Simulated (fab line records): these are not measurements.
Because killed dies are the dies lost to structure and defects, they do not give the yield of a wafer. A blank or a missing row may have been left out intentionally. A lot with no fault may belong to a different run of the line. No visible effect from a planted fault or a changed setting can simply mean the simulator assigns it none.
A struck lot beside a sound one	flow sky130	37 out of 708 route steps
Sound: wafers L209.1, L209.4, L209.5. Struck: wafers L213.1, L213.2, L213.6. At the end, the cause is stated.
At each step with rows: each side's tool, then ch and its chambers, then its first start. Under that, the readings that differ: sound wafers	struck wafers	difference of the means	sigmas: that difference in standard deviations of wafers without a fault.
alike: same words and numbers on both sides, and readings whose means sit less than 2 such deviations apart. not compared: any withheld reading, any reading some wafer has no value for, any bound like >300 that may hide the same value, and any number with overlapping values for which the record gives no deviation.
Wherever a step has rows on one side only, a row that says differs or no value, or a row with sigmas, the two part there. Numbers that have no deviation but don't overlap get no sigmas and don't part them. Lack of a reading on every wafer of one side parts them only where that side has two or more wafers.

first, 10 steps without rows for these wafers: SKY_LDD_LDN_SOFTBAKE_03 (time 60 s); SKY_LDD_LDN_EXPOSE_04 (exposes mask LDNTM, target cd 700 nm); SKY_LDD_LDN_PEB_05; SKY_LDD_LDN_DEVELOP_06 (develop time 60 s); SKY_LDD_LDN_IMPLANT_08; SKY_LDD_LDN_IMPLANT_09; SKY_LDD_LDN_IMPLANT_10; SKY_LDD_LDN_IMPLANT_11; SKY_LDD_LDN_STRIP_12 (strips in O2/N2); SKY_LDD_LDN_CLEAN_14 (cleans in SC1/SC2, time 150 s).
SKY_SPACER_CVD_00: deposits Si3N4 from DCS/NH3, target thk 43.1 nm, time 740 s.
  sound on lpcvd-02 ch 1, day 27 10:25; struck on lpcvd-02 ch 0, day 28 16:14
reading	sound	struck	difference	sigmas
spike_tc_centre_C (C)	771.8 769.1 773.3	768.7 766.8 766.1	-4.2	-4
spike_tc_lower_C (C)	768.8 768.7 767.9	765.9 766.7 765.3	-2.5	-2
spike_tc_top_C (C)	788.5 787.4 787.1	783.2 781.4 783.1	-5.1	-5
spike_tc_upper_C (C)	770.0 770.0 770.2	764.1 766.2 763.3	-5.5	-5
susceptor_temp_C (C)	769.4 769.6 769.6	765.1 765.3 766.0	-4.1	-12
model.Si3N4_of_SPACER_CVD_00.thk_nm (nm)	43.02 43.26 43.42	39.08 39.08 39.32	-4.07	
  alike: zone_power_bottom_pct
SKY_SPACER_THK_MEAS_01:
  sound on film_metro-01 at day 27 11:38; struck on film_metro-04 at day 28 17:40
reading	sound	struck	difference	sigmas
SPACER_CVD_00_THK (nm)	43.1 43.3 43.4	39.1 39.1 39.4	-4.1	-9
  not compared: hold
SKY_SPACER_ETCHBACK_02: etches Si3N4 in CH3F/O2, stops on SiO2, time 46.7 s, target depth 45 nm.
  sound on rie_diel-03 ch 0,1,2, day 27 11:41; struck on rie_diel-01 ch 1,2,3, day 28 19:04
reading	sound	struck	difference	sigmas
hold	- - -	await_dispo/1.3h/release await_dispo/1.3h/release await_dispo/1.3h/release	no value on the sound wafers	
oes_product_au (a.u.)	0.844 0.865 0.863	0.806 0.810 0.816	-0.047	-7
model.etch.depth_nm (nm)	43.02 43.26 43.42	39.08 39.08 39.32	-4.07	
  alike: drypump_motor_current_A, throttle_valve_pct
  not compared: rf_hours_counter_h
then, 22 steps without rows for these wafers: SKY_POLY_CUT_DEHYDRATE_00 (time 60 s); SKY_POLY_CUT_HMDS_01 (prime time 60 s); SKY_POLY_CUT_COAT_02 (resist thk 60 nm); SKY_POLY_CUT_COAT_03 (resist thk 450 nm); SKY_POLY_CUT_SOFTBAKE_04 (time 90 s); SKY_POLY_CUT_EXPOSE_05 (exposes mask NPCM, target cd 270 nm); SKY_POLY_CUT_PEB_06; SKY_POLY_CUT_DEVELOP_07 (develop time 60 s); SKY_POLY_CUT_ETCH_10 (etches BARC in N2/H2, stops on SiO2, time 45.9 s, target depth 60 nm); SKY_POLY_CUT_ETCH_11 (etches Si3N4 in CF4/CH2F2/Ar, stops on poly-Si, time 42.5 s, target depth 60 nm); SKY_POLY_CUT_STRIP_12 (strips in O2/N2); SKY_SD_P_DEHYDRATE_00 (time 60 s); SKY_SD_P_HMDS_01 (prime time 60 s); SKY_SD_P_COAT_02 (resist thk 1140 nm); SKY_SD_P_SOFTBAKE_03 (time 60 s); SKY_SD_P_EXPOSE_04 (exposes mask PSDM, target cd 380 nm); SKY_SD_P_PEB_05; SKY_SD_P_DEVELOP_06 (develop time 60 s); SKY_SD_P_IMPLANT_09; SKY_SD_P_STRIP_10 (strips in O2/N2); SKY_RES_XHIGH_DEHYDRATE_00 (time 60 s); SKY_RES_XHIGH_HMDS_01 (prime time 60 s).
-- the record jumps here: 5 days lie between the struck wafers' starts before and after (it left off in module RES_XHIGH and takes up again in module SALICIDE, whose first step shown is number 361 of the route) --
SKY_SALICIDE_CLEAN_00: cleans in HF-last, time 30 s.
  sound on wet_bench-01 ch 2, day 32 06:05; struck on wet_bench-01 ch 2, day 33 08:44
reading	sound	struck	difference	sigmas
model.Si3N4_of_SPACER_CVD_00.thk_nm (nm)	42.05 42.29 42.44	38.08 38.08 38.32	-4.10	
-- the record jumps here: 16 days lie between the struck wafers' starts before and after (it left off in module SALICIDE and takes up again in module PAD_OPEN, whose first step shown is number 708 of the route) --
SKY_PAD_OPEN_PROBE_99:
  sound on prober-02 at day 48 22:22; struck on prober-02 at day 49 12:40
reading	sound	struck	difference	sigmas
model.etest.pfet_01v8.r_on_ohm_um	2978 2979 2974	2755 2765 2865	-182	
model.etest.pfet_01v8.drive_ua_um	185.2 184.8 186.2	201.8 203.6 198.7	+16.0	
model.etest.sram_pfet_latch.drive_ua_um	139.8 132.1 135.3	151.9 149.4 140.3	+11.5	
model.etest.pfet_01v8_hvt.drive_ua_um	136.5 136.3 137.6	150.3 154.6 146.8	+13.8	
model.etest.pfet_01v8_hvt.off_log10_a_um	-13.35 -13.36 -13.21	-12.7 -12.52 -12.79	+0.6	
model.etest.pfet_01v8.vt_sat_v (V)	-0.595 -0.6046 -0.5858	-0.5238 -0.4894 -0.5383	+0.0780	
  alike: killed_at_M0_to_M3, killed_at_M4_up, killed_at_contacts, killed_at_front_end, killed_at_other, killed_dies, killed_open, killed_short

## WHERE THEY PART
Earliest at SKY_SPACER_CVD_00; latest, in this record, at SKY_SPACER_ETCHBACK_02. Later steps at which nothing parts them and some readings are alike: SKY_PAD_OPEN_PROBE_99.

WHY: what had been put in by the simulator
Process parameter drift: lpcvd-02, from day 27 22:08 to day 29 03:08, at SKY_SPACER_CVD_00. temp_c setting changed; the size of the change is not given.
